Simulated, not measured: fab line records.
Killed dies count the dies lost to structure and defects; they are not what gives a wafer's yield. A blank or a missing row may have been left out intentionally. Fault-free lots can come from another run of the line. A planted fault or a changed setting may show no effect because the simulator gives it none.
2 desks, one fault | flow gf180mcu | each desk holds nothing but its own numbers, with what lay behind them at the end

== DESK OF THE TOOL OWNER: implanter-04 ==
For each lot that ran on this tool, the mean over its sampled wafers that have a number, from the tool's own readings at GF_HV_LDD_IMPLANT_48. Marked OUT: a lot whose mean sits more than 4 standard deviations from the usual mean, which makes it out of limits; the brackets give that distance.
Columns: A = beam_on_s at GF_HV_LDD_IMPLANT_48, usual 9.99 s; B = faraday_current_uA at GF_HV_LDD_IMPLANT_48, usual 169
lot  | first seen here | A              | B
L280 | day 12 13:05    | 10.05          | 168
L283 | day 14 04:07    | 10.00          | 169
L287 | day 15 13:11    | 8.04 (-11) OUT | 211 (+13) OUT
L288 | day 15 17:29    | 8.08 (-11) OUT | 209 (+13) OUT
L297 | day 18 10:51    | 10.01          | 169
This desk finds L287, L288 out of limits, L287 being first, at day 15 13:11 (beam_on_s at GF_HV_LDD_IMPLANT_48). Within limits: L280, L283, L297.

== METROLOGY DESK ==
What the gauges read for every lot (on any tool): the sampled wafers with a number, averaged. Marked OUT: a lot whose mean sits more than 4 standard deviations from the usual mean, which makes it out of limits; the brackets give that distance.
Columns: A = HV_LDD_4_TW at GF_HV_LDD_TW_MEAS_50, usual 571; B = CONTACT_OVL at GF_CONTACT_OVL_MEAS_15, usual -3 nm
lot  | first seen here | A              | B
L279 | day 12 11:20    | 568            | -8
L280 | day 12 13:18    | 570            | -5
L283 | day 14 04:22    | 574            | 1
L284 | day 14 14:33    | 571            | -4
L287 | day 15 13:24    | 540 (-8.0) OUT | -3
L288 | day 15 17:42    | 534 (-9.4) OUT | 3
L290 | day 16 04:35    | 573            | -2
L296 | day 18 03:01    | 572            | -0
L297 | day 18 11:04    | 571            | -1
L298 | day 18 20:42    | 571            | -0
L299 | day 19 05:12    | 574            | -6
L300 | day 19 10:38    | 574            | -8
L301 | day 19 19:05    | 568            | -1
L302 | day 20 15:21    | 569            | -3
This desk finds L287, L288 out of limits, with the earliest case on L287 at day 15 13:24 (HV_LDD_4_TW at GF_HV_LDD_TW_MEAS_50). Within limits: L279, L280, L283, L284, L290, L296, L297, L298, L299, L300, L301, L302.

== TAKEN TOGETHER ==
The tool owner's desk had the chance to raise an alarm at day 15 13:11 on L287, L288.
The metrology desk could have raised an alarm at day 15 13:24, on L287, L288.
On implanter-04, each named lot ran GF_HV_LDD_IMPLANT_48.

== WHAT WAS PUT IN BY THE SIMULATOR ==
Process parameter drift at GF_HV_LDD_IMPLANT_48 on implanter-04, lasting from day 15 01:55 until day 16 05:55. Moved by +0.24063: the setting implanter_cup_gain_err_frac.
Shown lots that were struck: L287, L288.
Fault start to first reading out of limits, in hours, per desk: tool owner, 11; metrology, 11.
